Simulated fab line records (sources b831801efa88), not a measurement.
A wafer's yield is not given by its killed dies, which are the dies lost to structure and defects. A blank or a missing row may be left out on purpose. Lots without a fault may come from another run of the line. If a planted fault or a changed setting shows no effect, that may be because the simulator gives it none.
Which tool was responsible? | flow sky130 | 11 lots with 33 wafers sampled at 4 steps, on a route of 708 steps

## WHAT THE GAUGES SHOWED, per wafer
SKY_VIA1_THK_MEAS_01. Usual: for VIA1_HDPCVD_THK the level is 1031 nm and the standard deviation is 9.5.
lot  | measured     | on            | VIA1_HDPCVD_THK (nm) | flag
L653 | day 32 17:38 | film_metro-04 | 1014 1026 1014       |
L654 | day 33 02:44 | film_metro-04 | 1018 1041 1042       |
L658 | day 34 07:45 | film_metro-04 | 1026 1032 1041       |
L656 | day 34 09:16 | film_metro-02 | 1023 1024 1050       |
L659 | day 34 12:15 | film_metro-02 | 1031 1018 1038       |
L660 | day 35 07:20 | film_metro-03 | 1026 1012 1022       |
L663 | day 35 23:59 | film_metro-03 | 1033 1030 1024       |
L664 | day 36 09:53 | film_metro-03 | 1025 1038 1024       |
L671 | day 38 11:36 | film_metro-02 | 1042 1035 1046       |
L672 | day 38 21:19 | film_metro-04 | 1034 1027 1031       |
L675 | day 39 07:50 | film_metro-03 | 1039 1035 1027       |

SKY_CAPM_THK_MEAS_01. Usual: for CAPM_CVD_00_THK the level is 15.44 nm and the standard deviation is 0.2.
lot  | measured     | on            | CAPM_CVD_00_THK (nm) | flag
L653 | day 36 07:22 | film_metro-01 | 15.12 15.42 15.30    |
L654 | day 36 14:46 | film_metro-04 | 15.34 15.39 15.81    |
L658 | day 37 19:44 | film_metro-03 | 15.38 15.19 15.91    |
L656 | day 37 20:43 | film_metro-04 | 15.20 15.51 15.35    |
L659 | day 37 22:47 | film_metro-01 | 15.37 15.52 15.47    |
L660 | day 38 20:18 | film_metro-03 | 14.42 14.41 14.44    | OFF
L663 | day 39 09:50 | film_metro-03 | 15.39 15.11 15.50    |
L664 | day 39 18:54 | film_metro-01 | 14.62 14.54 14.55    | OFF
L671 | day 41 15:50 | film_metro-03 | 15.31 15.64 15.56    |
L672 | day 42 03:47 | film_metro-01 | 15.47 15.56 15.55    |
L675 | day 42 13:12 | film_metro-01 | 15.52 15.63 15.70    |

## TOOL THAT RAN EACH LOT (tool first, then ch and the chambers of the sampled wafers, then the start)
lot  | SKY_CONTACT_ETCH_17                | SKY_CAPM_CVD_00
L653 | rie_diel-01 ch 1,2,3, day 31 12:16 | pecvd-02 ch 0,1,2, day 36 07:20
L654 | rie_diel-03 ch 0,2,3, day 31 20:39 | pecvd-02 ch 0,1,2, day 36 14:44
L658 | rie_diel-01 ch 0,1,3, day 33 01:56 | pecvd-02 ch 0,1,2, day 37 19:43
L656 | rie_diel-04 ch 0,1,3, day 33 04:01 | pecvd-01 ch 0,1,2, day 37 20:41
L659 | rie_diel-01 ch 2,3, day 33 07:35   | pecvd-02 ch 0,1, day 37 22:44
L660 | rie_diel-03 ch 0,1,3, day 34 02:07 | pecvd-02 ch 0,1, day 38 20:16
L663 | rie_diel-04 ch 0,1,2, day 34 19:20 | pecvd-04 ch 0,1, day 39 09:49
L664 | rie_diel-01 ch 1,2,3, day 35 04:40 | pecvd-02 ch 0,2, day 39 18:52
L671 | rie_diel-01 ch 0,2, day 37 08:08   | pecvd-04 ch 0,2, day 41 15:49
L672 | rie_diel-01 ch 1,2,3, day 37 17:00 | pecvd-01 ch 0,1,2, day 42 03:46
L675 | rie_diel-01 ch 0,3, day 38 04:47   | pecvd-01 ch 0,1,2, day 42 13:11
- SKY_CONTACT_ETCH_17: etches SiO2 in C4F8/O2/Ar, stops on Si3N4, target depth 340 nm.
- SKY_CAPM_CVD_00: deposits SiO2, target thk 15.5 nm.

## AS READ BY THE TOOLS THEMSELVES (means over the sampled wafers that have a number; for cases with no such wafer, the mark the record gives instead)
SKY_CONTACT_ETCH_17. Usual: 0.891 a.u. for oes_product_au, sd 0.0045.
lot  | tool        | oes_product_au (a.u.) | flag
L653 | rie_diel-01 | 0.888                 |
L654 | rie_diel-03 | 0.887                 |
L658 | rie_diel-01 | 0.891                 |
L656 | rie_diel-04 | 0.890                 |
L659 | rie_diel-01 | 0.884                 |
L660 | rie_diel-03 | 0.891                 |
L663 | rie_diel-04 | 0.890                 |
L664 | rie_diel-01 | 0.891                 |
L671 | rie_diel-01 | 0.892                 |
L672 | rie_diel-01 | 0.893                 |
L675 | rie_diel-01 | 0.888                 |

SKY_CAPM_CVD_00. Usual: heater_power_w 696 W, standard deviation 88; rf_fwd_power_W 442.1 W, standard deviation 2.5.
lot  | tool     | heater_power_w (W) | rf_fwd_power_W (W) | flag
L653 | pecvd-02 | 794                | 443.1              |
L654 | pecvd-02 | 712                | 442.2              |
L658 | pecvd-02 | 723                | 440.9              |
L656 | pecvd-01 | 692                | 440.2              |
L659 | pecvd-02 | 830                | 440.2              |
L660 | pecvd-02 | 704                | 368.1              | OFF
L663 | pecvd-04 | 706                | 443.2              |
L664 | pecvd-02 | 879                | 367.8              | OFF
L671 | pecvd-04 | 626                | 445.6              |
L672 | pecvd-01 | 713                | 441.6              |
L675 | pecvd-01 | 695                | 442.4              |

## THE ANSWER, worked out from the rows above alone
Rule: a lot is off if the mean of its wafers that have a number lies more than 3 standard deviations from the usual mean. Also off: a lot with no number at a reading for which 4 or more lots have one. All remaining lots with rows at the step are treated as sound. The gauges are gone through in route order, then the tools' own readings, and for those a lot's mean is taken as printed above. The first step at which some lot is off is used, and at that step the reading that is off furthest; a lot without a number counts as furthest.
Off: at SKY_CAPM_THK_MEAS_01 (CAPM_CVD_00_THK), L660, L664.
If a tool, at a process step before that reading, ran all the lots that are off and no sound lot after the first of them, it fits. The gauges at SKY_CAPM_THK_MEAS_01 aren't tried: what is off there is off at SKY_CAPM_CVD_00 too, on other tools, and a gauge's error can't cause that. One fits: pecvd-02 at SKY_CAPM_CVD_00. Its last sound lot is L659 (day 37 22:44), its first lot that is off L660 (day 38 20:16): a fault that began between those two fits.
The tool's own readings at SKY_CAPM_CVD_00 bear it out: on the lots that are off they differ by more than 5 times the standard deviation of the sound lots' means. rf_fwd_power_W reads 368.0 W there against 442.2 W on the sound lots.

## WHAT THE SIMULATOR PUT IN
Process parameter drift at SKY_CAPM_CVD_00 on pecvd-02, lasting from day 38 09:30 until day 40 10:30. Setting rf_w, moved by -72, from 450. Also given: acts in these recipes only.
Lots struck among those shown: L660, L664. The rule above found the same.
